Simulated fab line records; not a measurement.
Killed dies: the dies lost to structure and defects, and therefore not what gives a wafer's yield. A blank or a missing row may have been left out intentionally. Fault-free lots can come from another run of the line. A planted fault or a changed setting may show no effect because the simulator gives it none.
Problem report, 8D (eight disciplines) form, completed by code / flow sky130 / the parts of the form that need people (team, actions taken, sign-off) are left out

== 1. PROBLEM STATEMENT ==
Across 3 wafers from 2 lots, CONTACT_W_RS at SKY_CONTACT_RS_MEAS_25 averages 0.438 ohm/sq, while fault-free wafers read 0.340 ohm/sq with a standard deviation of 0.0037. That puts it +27 standard deviations away from the usual mean.
The step: measures by four-point-probe.
Seen first at day 34 02:11 on film_metro-01, wafer L128.1. The record has a number at this step for 33 wafers belonging to 11 lots. Rule for "out" (also "out of limits"): further than 4 standard deviations from the usual mean. The rest of the wafers with a number are treated as sound.

== 2. WHAT IT IS, WHAT IT ISN'T ==
question=which readings at this step | is=CONTACT_W_RS | is not=-
question=which lots | is=L128, L130 | is not=L121, L123, L124, L126, L129, L138, L141, L143, L144
question=which wafers of those lots | is=L128.1, L128.4, L130.4 | is not=L128.6, L130.2, L130.5
question=read on which gauges | is=film_metro-01, film_metro-04 | is not=film_metro-03
question=when | is=from day 34 02:11 | is not=up to then (13 sound wafers); but 17 sound wafers of L129, L130, L138, L141, L143, L144 came after

== 3. SUSPECTS, AND WHAT RULES EACH OUT ==
Counting: a tool at a process step up to the reading stays a suspect if it ran every lot that is out. Sound lots after the first of them don't rule it out here, since some wafers of a struck lot are sound.
- ruled out: the gauge at SKY_CONTACT_RS_MEAS_25. Those wafers that are out were read across 2 gauges (film_metro-01, film_metro-04).
- pvd_sputter-03 at SKY_LI_CONTACT_SPUTTER_20 (material TiN, target thk 20 nm, time 80 s): kept. Every lot that is out went through it, the first being L128 (day 31 17:01); the last sound lot it ran before that was L124 (day 30 05:46).
- cvd_w-02 at SKY_CONTACT_CVD_24 (deposits W, target thk 340 nm, time 102.12 s): kept. Every lot that is out went through it, the first being L128 (day 34 02:04); the last sound lot it ran before that was L126 (day 33 07:19).
- The sound lot-mates ran in chamber 0 of cvd_w-02 at SKY_CONTACT_CVD_24, but the wafers that are out ran in chamber 1.
Remaining after the count are pvd_sputter-03 at SKY_LI_CONTACT_SPUTTER_20 and cvd_w-02 at SKY_CONTACT_CVD_24.

== 4. THE CAUSE (what the simulator had put in) ==
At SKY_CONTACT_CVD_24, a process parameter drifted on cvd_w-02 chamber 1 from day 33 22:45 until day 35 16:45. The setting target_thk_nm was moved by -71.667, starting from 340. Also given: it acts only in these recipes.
Counting leaves 2 suspects; this tool is one of them.

== 5. THE CHAIN OF EFFECTS, in route order ==
Each row: a reading where the mean over the struck wafers with a number is more than 3 standard deviations away from the usual. Only readings whose record carries a usual standard deviation are examined. hours: median over the lots of the time between each lot's start at the first step of this table that gives one and its start at this step. sigmas: the change, counted in usual standard deviations.
hours=0; step=SKY_CONTACT_RS_MEAS_25; reading=CONTACT_W_RS; usual=0.340 ohm/sq; on struck wafers=0.438; change=+0.098; sigmas=+27
hours=3; step=SKY_CONTACT_THK_MEAS_26; reading=CONTACT_W_THK; usual=335 nm; on struck wafers=261; change=-74; sigmas=-16
hours=6; step=SKY_CONTACT_CMP_27; reading=time_to_endpoint_s; usual=82.6 s; on struck wafers=63.4; change=-19.2; sigmas=-6.8
Here are the process steps it includes:
- SKY_CONTACT_CMP_27: polishes, stops on SiO2, t overpolish 15 s, target thk 0 nm.

== 6. WHAT WOULD HAVE CAUGHT IT SOONER ==
3 hours passed between the start of the fault at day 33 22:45 and the first reading out of limits at a measuring or inspecting step in this record, taken at day 34 02:11.
Of the tool readings at SKY_CONTACT_CVD_24 for which the record gives a usual standard deviation, none was out on any struck wafer, so an alarm limit of 4 standard deviations on them would not have fired.
Lots out: 2; of these, L130 started SKY_CONTACT_CVD_24 on cvd_w-02 after day 34 02:11. A tool hold placed at that time would have kept it from harm.
